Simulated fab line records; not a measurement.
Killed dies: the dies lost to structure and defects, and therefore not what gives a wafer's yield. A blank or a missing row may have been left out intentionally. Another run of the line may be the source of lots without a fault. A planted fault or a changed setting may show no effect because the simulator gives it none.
What tool caused it? / flow sky130 / at 1 step of a route of 708, 7 lots with 21 wafers sampled

== WHAT THE GAUGES SHOWED, per wafer ==
SKY_SD_N_RS_MEAS_17: measurement is done with a four-point probe.
lot=L683; measured=day 28 01:13; on=film metro-02; SD_P_RS (ohm/sq)=147.4 146.8 147.6
lot=L685; measured=day 28 07:46; on=film metro-01; SD_P_RS (ohm/sq)=146.9 147.2 147.2
lot=L688; measured=day 30 09:15; on=film metro-02; SD_P_RS (ohm/sq)=147.3 146.8 147.2
lot=L690; measured=day 30 15:34; on=film metro-02; SD_P_RS (ohm/sq)=146.6 146.1 146.9
lot=L692; measured=day 31 05:03; on=film metro-01; SD_P_RS (ohm/sq)=147.5 147.6 147.6
lot=L695; measured=day 32 01:19; on=film metro-01; SD_P_RS (ohm/sq)=147.0 146.3 146.7
lot=L697; measured=day 33 03:12; on=film metro-02; SD_P_RS (ohm/sq)=146.8 147.0 146.9

== TOOL THAT RAN EACH LOT (tool first, then ch and the chambers of the sampled wafers, then the start) ==
Record: no process step prior to these readings.

== THE ANSWER, worked out from the rows above alone ==
Rule: the lots themselves supply what counts as usual. Put in order of their means at a reading, lots are off if they are a third of the lots or fewer, leave a main group of 4 or more, and stand apart from it by a gap of 3 or more times the standard deviation of the main group's means; of several such gaps the widest counts. A main group whose means are all the same, to the digits that the tables above print for the reading, isn't used. A lot without any number at a reading at which 4 lots or more have one is off too. The other lots that the step has rows for count as sound.
Nothing can be told from this: no lot is off at any reading shown.

== WHAT WAS PUT IN BY THE SIMULATOR ==
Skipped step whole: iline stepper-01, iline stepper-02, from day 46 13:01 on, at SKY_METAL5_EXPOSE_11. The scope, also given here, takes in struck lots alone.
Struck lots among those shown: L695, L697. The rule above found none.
